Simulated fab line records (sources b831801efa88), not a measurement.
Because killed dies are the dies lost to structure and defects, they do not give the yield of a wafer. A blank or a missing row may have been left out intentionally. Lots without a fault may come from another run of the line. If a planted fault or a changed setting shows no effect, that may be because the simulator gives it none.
Check of tool commonality ; flow sky130 ; 12 lots and 36 wafers in the sample

WHY IT WAS OPENED
SKY_VT_ADJUST_HVTP_TW_MEAS_11, reading VT_ADJUST_HVTP_TW: flagged on 2 of 12 lots. No-fault wafers: 1356, standard deviation 11.
Rule: a lot is flagged when every wafer of it that has a number lies more than 4 standard deviations from that mean, or none has a number. The rest of the lots are taken to be sound.

lot;measured;on;VT_ADJUST_HVTP_TW, wafer by wafer;flag
L528;day 6 14:43;film-metro-02;1333 1340 1340;
L531;day 7 05:53;film-metro-02;1335 1340 1333;
L532;day 7 17:47;film-metro-04;1357 1350 1359;
L533;day 8 03:25;film-metro-02;1356 1359 1350;
L534;day 8 07:26;film-metro-03;1372 1370 1374;
L535;day 8 10:26;film-metro-02;1365 1364 1359;
L536;day 8 19:53;film-metro-03;30 30 30;FLAGGED
L538;day 9 08:11;film-metro-03;30 30 31;FLAGGED
L546;day 11 21:16;film-metro-02;1357 1339 1339;
L548;day 12 02:13;film-metro-03;1367 1363 1367;
L547;day 12 02:34;film-metro-04;1364 1370 1363;
L549;day 12 11:54;film-metro-04;1359 1357 1358;
Flagged lots average 30: -1326 relative to the usual, that is -99 or more standard deviations.

WHICH TOOL EACH LOT WENT THROUGH
The record keeps 1 process step preceding the reading, out of 708 steps on the route. Every cell lists first the tool, next ch and the chambers used by the sampled wafers, and last the start.
lot;flag;SKY_VT_ADJUST_HVTP_DEVELOP_06
L528;;litho-track-01 ch 0, day 6 14:10
L531;;litho-track-04 ch 0, day 7 05:20
L532;;litho-track-04 ch 0, day 7 17:14
L533;;litho-track-02 ch 0, day 8 02:53
L534;;litho-track-02 ch 0, day 8 06:53
L535;;litho-track-02 ch 0, day 8 09:52
L536;FLAGGED;litho-track-02 ch 0, day 8 19:19
L538;FLAGGED;litho-track-02 ch 0, day 9 07:37
L546;;litho-track-01 ch 0, day 11 20:43
L548;;litho-track-01 ch 0, day 12 01:40
L547;;litho-track-04 ch 0, day 12 02:01
L549;;litho-track-04 ch 0, day 12 11:23
What these steps do:
- SKY_VT_ADJUST_HVTP_DEVELOP_06: develop time 60 s.
- SKY_VT_ADJUST_HVTP_TW_MEAS_11

FLAGGED OVER TOTAL, TOOL BY TOOL (the gauges that took the reading come last)
step;tool;lots run;flagged;share of the flagged lots;sound lots run after its first flagged lot
SKY_VT_ADJUST_HVTP_DEVELOP_06;litho-track-01;3;0;none;-
SKY_VT_ADJUST_HVTP_DEVELOP_06;litho-track-02;5;2;all;0
SKY_VT_ADJUST_HVTP_DEVELOP_06;litho-track-04;4;0;none;-
SKY_VT_ADJUST_HVTP_TW_MEAS_11;film-metro-02;5;0;none;-
SKY_VT_ADJUST_HVTP_TW_MEAS_11;film-metro-03;4;2;all;1 (L548)
SKY_VT_ADJUST_HVTP_TW_MEAS_11;film-metro-04;3;0;none;-

WHAT THE TABLE ALLOWS
litho-track-02 at SKY_VT_ADJUST_HVTP_DEVELOP_06 and film-metro-03 at SKY_VT_ADJUST_HVTP_TW_MEAS_11 are the 2 rows of the table that ran each flagged lot.
- litho-track-02 at SKY_VT_ADJUST_HVTP_DEVELOP_06: 2 of its 5 lots flagged. A fault beginning between L535 (day 8 09:52), its last sound lot, and L536 (day 8 19:19), its first flagged one, fits the data.
- film-metro-03 at SKY_VT_ADJUST_HVTP_TW_MEAS_11: 2 of its 4 lots flagged. Sound lots followed the first flagged one (L548) on it, something a lasting fault affecting the whole tool could not allow.
litho-track-02 at SKY_VT_ADJUST_HVTP_DEVELOP_06 is the single tool remaining.

WHAT THE SIMULATOR HAD PUT IN
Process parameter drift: litho-track-02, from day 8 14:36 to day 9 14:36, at SKY_VT_ADJUST_HVTP_DEVELOP_06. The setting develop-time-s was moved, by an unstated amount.
Shown lots that were struck: L536, L538. The rule above found the same.
